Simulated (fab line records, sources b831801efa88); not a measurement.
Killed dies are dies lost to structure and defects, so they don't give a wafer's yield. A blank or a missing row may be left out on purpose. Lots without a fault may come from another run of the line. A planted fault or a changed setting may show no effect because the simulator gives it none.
Which tool did it? | flow sky130 | 11 lots, 33 wafers sampled, at 4 steps of a route of 708

WHAT THE GAUGES READ, wafer by wafer
SKY_VIA4_OVL_MEAS_11.
lot  | measured     | on         | VIA4_OVL (nm)
L813 | day 42 13:42 | overlay-02 | 3.0 2.3 0.8
L814 | day 43 04:20 | overlay-02 | -0.7 -2.6 -0.9
L815 | day 43 07:09 | overlay-01 | -1.4 -2.3 -0.5
L817 | day 43 21:43 | overlay-02 | 0.6 -1.6 0.1
L818 | day 44 06:04 | overlay-01 | 0.0 -0.6 1.0
L819 | day 44 16:49 | overlay-01 | 0.4 -0.6 -0.2
L825 | day 46 20:01 | overlay-01 | -1.5 -1.4 -1.5
L827 | day 46 22:15 | overlay-01 | -1.9 -1.7 -0.7
L832 | day 48 06:46 | overlay-02 | 1.0 -0.5 -0.2
L833 | day 48 07:04 | overlay-01 | -2.6 -2.5 -0.5
L835 | day 48 12:13 | overlay-01 | 1.4 -0.8 -0.1

WHICH TOOL RAN EACH LOT (tool, then ch and the chambers of the sampled wafers, then the start)
lot  | SKY_METAL4_SPUTTER_02        | SKY_METAL4_SPUTTER_04        | SKY_METAL4_METAL_ETCH_18
L813 | pvd_sputter-01, day 39 12:43 | pvd_sputter-01, day 39 12:46 | rie_metal-04 ch 0,1, day 41 13:55
L814 | pvd_sputter-01, day 40 02:31 | pvd_sputter-01, day 40 02:35 | rie_metal-04 ch 0, day 42 02:42
L815 | pvd_sputter-03, day 40 07:12 | pvd_sputter-03, day 40 07:16 | rie_metal-04 ch 0,1, day 42 06:23
L817 | pvd_sputter-02, day 40 21:23 | pvd_sputter-02, day 40 21:26 | rie_metal-01 ch 0,1, day 42 21:33
L818 | pvd_sputter-03, day 41 06:29 | pvd_sputter-03, day 41 06:32 | rie_metal-01 ch 0,1, day 43 06:48
L819 | pvd_sputter-02, day 41 18:31 | pvd_sputter-02, day 41 18:34 | rie_metal-01 ch 0,1, day 43 18:01
L825 | pvd_sputter-02, day 44 01:32 | pvd_sputter-02, day 44 01:36 | rie_metal-01 ch 1, day 45 22:01
L827 | pvd_sputter-01, day 44 07:05 | pvd_sputter-01, day 44 07:09 | rie_metal-01 ch 0,1, day 46 01:25
L832 | pvd_sputter-01, day 45 16:23 | pvd_sputter-01, day 45 16:26 | rie_metal-04 ch 0,1, day 47 10:22
L833 | pvd_sputter-01, day 45 17:58 | pvd_sputter-01, day 45 18:01 | rie_metal-01 ch 0,1, day 47 10:28
L835 | pvd_sputter-03, day 45 23:22 | pvd_sputter-03, day 45 23:26 | rie_metal-02 ch 0,1, day 47 16:16
- SKY_METAL4_SPUTTER_02: material AlCu, target thk 735 nm, time 39.1 s.
- SKY_METAL4_SPUTTER_04: material TiN, target thk 70 nm, time 58.3 s.
- SKY_METAL4_METAL_ETCH_18: etches the open film in Cl2/BCl3, stops on SiO2, target depth 845 nm, time 183.1 s.

WHAT THE TOOLS THEMSELVES READ (means of the sampled wafers that have a number; where no wafer has one, the mark that the record gives instead)
SKY_METAL4_SPUTTER_02.
lot  | tool           | throttle_valve_pct (%)
L813 | pvd_sputter-01 | 29.9
L814 | pvd_sputter-01 | 30.2
L815 | pvd_sputter-03 | 29.4
L817 | pvd_sputter-02 | 28.6
L818 | pvd_sputter-03 | 29.6
L819 | pvd_sputter-02 | 29.7
L825 | pvd_sputter-02 | 29.0
L827 | pvd_sputter-01 | 29.1
L832 | pvd_sputter-01 | 29.0
L833 | pvd_sputter-01 | 29.5
L835 | pvd_sputter-03 | 29.5

SKY_METAL4_SPUTTER_04.
lot  | tool           | throttle_valve_pct (%)
L813 | pvd_sputter-01 | 30.1
L814 | pvd_sputter-01 | 30.1
L815 | pvd_sputter-03 | 29.6
L817 | pvd_sputter-02 | 28.7
L818 | pvd_sputter-03 | 29.3
L819 | pvd_sputter-02 | 29.8
L825 | pvd_sputter-02 | 28.9
L827 | pvd_sputter-01 | 28.9
L832 | pvd_sputter-01 | 28.9
L833 | pvd_sputter-01 | 29.8
L835 | pvd_sputter-03 | 29.4

SKY_METAL4_METAL_ETCH_18.
lot  | tool         | drypump_motor_current_A (A) | oes_product_au (a.u.) | throttle_valve_pct (%)
L813 | rie_metal-04 | 5.9                         | 0.865                 | 22.261
L814 | rie_metal-04 | 5.8                         | 0.862                 | 22.262
L815 | rie_metal-04 | 5.9                         | 0.872                 | 22.260
L817 | rie_metal-01 | 5.8                         | 0.870                 | 22.261
L818 | rie_metal-01 | 6.1                         | 0.869                 | 22.261
L819 | rie_metal-01 | 5.8                         | 0.870                 | 22.262
L825 | rie_metal-01 | 5.5                         | 0.851                 | 22.263
L827 | rie_metal-01 | 6.1                         | 0.864                 | 22.257
L832 | rie_metal-04 | 5.9                         | 0.857                 | 22.258
L833 | rie_metal-01 | 5.8                         | 0.861                 | 22.258
L835 | rie_metal-02 | 5.2                         | 0.859                 | 22.268

THE ANSWER, worked out from the rows above alone
Rule: what is usual is taken from the lots themselves. Put in order of their means at a reading, lots are off if they are a third of the lots or fewer, leave a main group of 4 or more, and stand apart from it by a gap of 3 or more times the standard deviation of the main group's means; of several such gaps the widest counts. A main group whose means are all the same, to the digits that the tables above print for the reading, isn't used. A lot without any number at a reading at which 4 lots or more have one is off too. The other lots that the step has rows for count as sound. The gauges are gone through in route order, then the tools' own readings, and for those a lot's mean is taken as printed above. The first step at which some lot is off is used, and at that step the reading that is off furthest; a lot without a number counts as furthest.
No lot is off at any reading shown: from this, nothing can be told.

WHAT THE SIMULATOR HAD PUT IN
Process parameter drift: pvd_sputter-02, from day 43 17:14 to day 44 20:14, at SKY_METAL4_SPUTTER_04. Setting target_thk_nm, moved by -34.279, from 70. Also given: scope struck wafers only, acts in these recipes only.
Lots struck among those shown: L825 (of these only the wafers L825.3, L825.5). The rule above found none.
